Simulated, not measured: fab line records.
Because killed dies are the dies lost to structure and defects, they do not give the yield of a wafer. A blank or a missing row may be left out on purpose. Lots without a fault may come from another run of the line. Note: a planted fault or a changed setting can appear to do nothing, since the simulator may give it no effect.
Which tool is to blame? / flow sfq line / Sampling: 7 lots, 20 wafers, 4 of 325 route steps

== WHAT EACH GAUGE READ, for each wafer ==
SFQ_M4_OVL_MEAS_926.
lot=L789; measured=day 41 21:55; on=overlay-02; M4_OVL (nm)=6 7 0
lot=L791; measured=day 43 15:55; on=overlay-02; M4_OVL (nm)=0 -3 -6
lot=L793; measured=day 44 20:58; on=overlay-01; M4_OVL (nm)=6 -2 -1
lot=L795; measured=day 51 20:27; on=overlay-01; M4_OVL (nm)=8 14 8
lot=L797; measured=day 52 09:39; on=overlay-02; M4_OVL (nm)=-3 1 -2
lot=L799; measured=day 53 11:25; on=overlay-01; M4_OVL (nm)=-3 0
lot=L811; measured=day 54 07:49; on=overlay-01; M4_OVL (nm)=-1 1 0

== EACH LOT AND THE TOOL THAT RAN IT (in order: tool; ch and the chambers of the sampled wafers; start) ==
lot=L789; SFQ_TRILAYER_I0_CMP_CMP_028=cmp-01 ch 1,3, day 7 19:25; SFQ_TRILAYER_I0_METRO_MEASURE_029=film metro-03, day 7 22:02; SFQ_TRILAYER_I0_VIA_ETCH_VIA_ETCH_034=rie diel-02 ch 0,1,3, day 9 14:59
lot=L791; SFQ_TRILAYER_I0_CMP_CMP_028=cmp-01 ch 1,2,3, day 8 18:55; SFQ_TRILAYER_I0_METRO_MEASURE_029=film metro-04, day 8 22:02; SFQ_TRILAYER_I0_VIA_ETCH_VIA_ETCH_034=rie diel-02 ch 0,1,3, day 10 11:23
lot=L793; SFQ_TRILAYER_I0_CMP_CMP_028=cmp-02 ch 0,1,2, day 9 07:39; SFQ_TRILAYER_I0_METRO_MEASURE_029=film metro-03, day 9 10:16; SFQ_TRILAYER_I0_VIA_ETCH_VIA_ETCH_034=rie diel-02 ch 0,1,2, day 11 03:05
lot=L795; SFQ_TRILAYER_I0_CMP_CMP_028=cmp-02 ch 1,2, day 9 16:09; SFQ_TRILAYER_I0_METRO_MEASURE_029=film metro-04, day 9 19:28; SFQ_TRILAYER_I0_VIA_ETCH_VIA_ETCH_034=rie diel-04 ch 2,3, day 11 10:35
lot=L797; SFQ_TRILAYER_I0_CMP_CMP_028=cmp-02 ch 0,1, day 10 01:39; SFQ_TRILAYER_I0_METRO_MEASURE_029=film metro-03, day 10 04:28; SFQ_TRILAYER_I0_VIA_ETCH_VIA_ETCH_034=rie diel-02 ch 1,2, day 11 21:05
lot=L799; SFQ_TRILAYER_I0_CMP_CMP_028=cmp-02 ch 1,3, day 10 16:09; SFQ_TRILAYER_I0_METRO_MEASURE_029=film metro-03, day 10 19:28; SFQ_TRILAYER_I0_VIA_ETCH_VIA_ETCH_034=rie diel-03 ch 1,2, day 12 10:17
lot=L811; SFQ_TRILAYER_I0_CMP_CMP_028=cmp-02 ch 1,2,3, day 13 08:05; SFQ_TRILAYER_I0_METRO_MEASURE_029=film metro-04, day 13 11:12; SFQ_TRILAYER_I0_VIA_ETCH_VIA_ETCH_034=rie diel-02 ch 0,1,2, day 15 07:11
- SFQ_TRILAYER_I0_CMP_CMP_028: polishes SiO2.
- SFQ_TRILAYER_I0_METRO_MEASURE_029
- SFQ_TRILAYER_I0_VIA_ETCH_VIA_ETCH_034: etches SiO2 in CHF3, stops on Nb, target depth 260 nm.

== THE ANSWER, worked out from the rows above alone ==
Rule: usual is defined by the lots themselves. Put in order of their means at a reading, lots are off if they are a third of the lots or fewer, leave a main group of 4 or more, and stand apart from it by a gap of 3 or more times the standard deviation of the main group's means; of several such gaps the widest counts. A main group whose means are all the same, to the digits that the tables above print for the reading, isn't used. Also off: a lot with no number at a reading for which 4 or more lots have one. The other lots that the step has rows for count as sound.
Across all readings shown, no lot is off: no conclusion can be drawn from this.

== WHAT THE SIMULATOR HAD INSERTED ==
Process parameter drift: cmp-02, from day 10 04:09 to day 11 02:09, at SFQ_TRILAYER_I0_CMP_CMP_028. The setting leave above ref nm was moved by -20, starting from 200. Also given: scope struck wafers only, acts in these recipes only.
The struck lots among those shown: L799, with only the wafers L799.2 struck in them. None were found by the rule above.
